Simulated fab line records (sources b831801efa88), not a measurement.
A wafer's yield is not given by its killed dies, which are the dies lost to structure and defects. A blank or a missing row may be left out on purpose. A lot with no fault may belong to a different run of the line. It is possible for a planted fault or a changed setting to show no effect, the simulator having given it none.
Comparing a struck lot with a sound one | flow sky130 | 38 out of 708 route steps
Sound: wafers L659.1, L659.3, L659.5. Struck: wafer L667.5 (L667.3, L667.6, from the same lot, were not struck and are left out); the cause is given at the end.
Each step with rows lists, per side, the tool, then ch with its chambers, then its first start. Under that, the readings that differ: sound wafers | struck wafers | difference of the means | sigmas: that difference in standard deviations of wafers without a fault.
alike: readings with means less than 2 such deviations apart, plus words and numbers identical on both sides. not compared: withheld readings, readings lacking a value on some wafer, bounds such as >300 that could conceal the same value, and numbers that have no deviation in the record and whose values overlap.
A row with sigmas, a row that says differs or no value, or rows on one side alone: a step with any of these is where the two part. Numbers that have no deviation but don't overlap get no sigmas and don't part them. A reading missing from all wafers of one side parts the sides only when that side holds two or more wafers.

first, 9 steps without rows for these wafers: SKY_VIA2_SPUTTER_20 (material TiN, target thk 20 nm, time 80 s); SKY_VIA2_CVD_21 (deposits W, target thk 420 nm, time 126.4 s); SKY_VIA2_CMP_24 (polishes, stops on SiO2, t overpolish 20 s, target thk 0 nm); SKY_METAL3_SPUTTER_00 (material Ti, target thk 15 nm, time 10 s); SKY_METAL3_SPUTTER_01 (material TiN, target thk 20 nm, time 16.7 s); SKY_METAL3_SPUTTER_02 (material AlCu, target thk 735 nm, time 39.1 s); SKY_METAL3_SPUTTER_03 (material Ti, target thk 5 nm, time 3.3 s); SKY_METAL3_SPUTTER_04 (material TiN, target thk 70 nm, time 58.3 s); SKY_CAPM_CVD_00 (deposits SiO2, target thk 15.5 nm).
SKY_CAPM_SPUTTER_02: material TiN, target thk 200 nm, time 166.7 s.
  struck on pvd sputter-03, day 41 00:49; sound on pvd sputter-03, day 38 14:23
  reading                                  | sound             | struck | difference | sigmas
  model.TiN_of_CAPM_SPUTTER_02.thk nm (nm) | 200.6 198.7 201.5 | 182.5  | -17.8      |
  alike: throttle valve pct
SKY_CAPM_RS_MEAS_03: the measuring method here is four-point-probe.
  struck on film metro-04, day 41 00:58; sound on film metro-02, day 38 14:29
  reading              | sound          | struck | difference | sigmas
  CAPM_TIN_RS (ohm/sq) | 6.89 6.96 6.86 | 7.61   | +0.71      | +10
SKY_CAPM_THK_MEAS_04: measures by xrf.
  struck on film metro-04, day 41 01:04; sound on film metro-02, day 38 14:37
  reading           | sound             | struck | difference | sigmas
  CAPM_TIN_THK (nm) | 201.6 199.4 202.5 | 181.9  | -19.3      | -9
then, 7 steps without rows for these wafers: SKY_CAPM_DEHYDRATE_05 (time 60 s); SKY_CAPM_HMDS_06 (prime time 60 s); SKY_CAPM_COAT_07 (resist thk 1140 nm); SKY_CAPM_SOFTBAKE_08 (time 60 s); SKY_CAPM_EXPOSE_09 (exposes mask CAPM, target cd 1000 nm); SKY_CAPM_PEB_10; SKY_CAPM_DEVELOP_11 (develop time 60 s).
SKY_CAPM_METAL_ETCH_13: etches TiN in Cl2/BCl3, stops on SiO2, target depth 220 nm, time 62.9 s.
  sound on rie metal-04 ch 0,1, day 39 14:00; struck on rie metal-01 ch 1, day 42 00:46
  reading                | sound                | struck | difference | sigmas
  oes product au (a.u.)  | 0.952 0.939 0.949    | 0.885  | -0.062     | -9
  throttle valve pct (%) | 21.894 21.907 21.885 | 21.947 | +0.052     | +5
  alike: drypump motor current A
  not compared: rf hours counter h
then, 16 steps without rows for these wafers: SKY_CAPM_STRIP_14 (strips in O2/N2); SKY_CAPM_STRIP_15 (strips in post etch residue remover, time 1200 s); SKY_CAPM_CLEAN_16 (cleans in IPA, time 180 s); SKY_CAPM_CLEAN_17 (cleans in O3/DIW); SKY_METAL3_DEHYDRATE_05 (time 60 s); SKY_METAL3_HMDS_06 (prime time 60 s); SKY_METAL3_COAT_07 (resist thk 60 nm); SKY_METAL3_COAT_08 (resist thk 1140 nm); SKY_METAL3_SOFTBAKE_09 (time 90 s); SKY_METAL3_EXPOSE_10 (exposes mask MM3, target cd 300 nm); SKY_METAL3_PEB_11; SKY_METAL3_DEVELOP_12 (develop time 60 s); SKY_METAL3_DESCUM_15 (chemistry O2, time 8 s); SKY_METAL3_ETCH_16 (etches BARC in N2/H2, stops on SiO2, time 88.2 s, target depth 60 nm); SKY_METAL3_ETCH_17 (etches SiO2 in C4F8/O2/Ar, stops on TiN, time 3.9 s, target depth 15 nm); SKY_METAL3_METAL_ETCH_18 (etches the open film in Cl2/BCl3, stops on SiO2, target depth 845 nm, time 183.1 s).
SKY_METAL3_STRIP_20: strips in post etch residue remover, time 1200 s.
  sound on wet bench-04 ch 1, day 40 16:07; struck on wet bench-04 ch 3, day 43 00:14
  reading                                  | sound             | struck | difference | sigmas
  model.TiN_of_CAPM_SPUTTER_02.thk nm (nm) | 199.8 197.8 200.6 | 181.6  | -17.8      |
-- the record jumps here: 6 days lie between the struck wafers' starts before and after (it left off in module METAL3 and takes up again in module PAD_OPEN, whose first step shown is number 708 of the route) --
SKY_PAD_OPEN_PROBE_99:
  struck on prober-01, day 49 10:34; sound on prober-01, day 47 13:19
  reading                          | sound             | struck | difference | sigmas
  killed_at_M4_up                  | 2 1 4             | 11     | +9         | +5
  model.etest.cap mim.plate ohm sq | 5.981 6.035 5.972 | 6.637  | +0.641     |
  alike: defect limited yield, killed_at_M0_to_M3, killed at contacts, killed at front end, killed at other, killed dies, killed open, killed short, sort_bin_3_pad_short, sort_bin_5_function, sort_bin_6_memory, sort n pass, sort yield pct
  not compared: model.etest.cap mim.leak log10 a cm2

== WHERE THEY PART ==
Last at SKY_PAD_OPEN_PROBE_99 as far as this record goes, first at SKY_CAPM_RS_MEAS_03.

WHY: whatever the simulator had introduced
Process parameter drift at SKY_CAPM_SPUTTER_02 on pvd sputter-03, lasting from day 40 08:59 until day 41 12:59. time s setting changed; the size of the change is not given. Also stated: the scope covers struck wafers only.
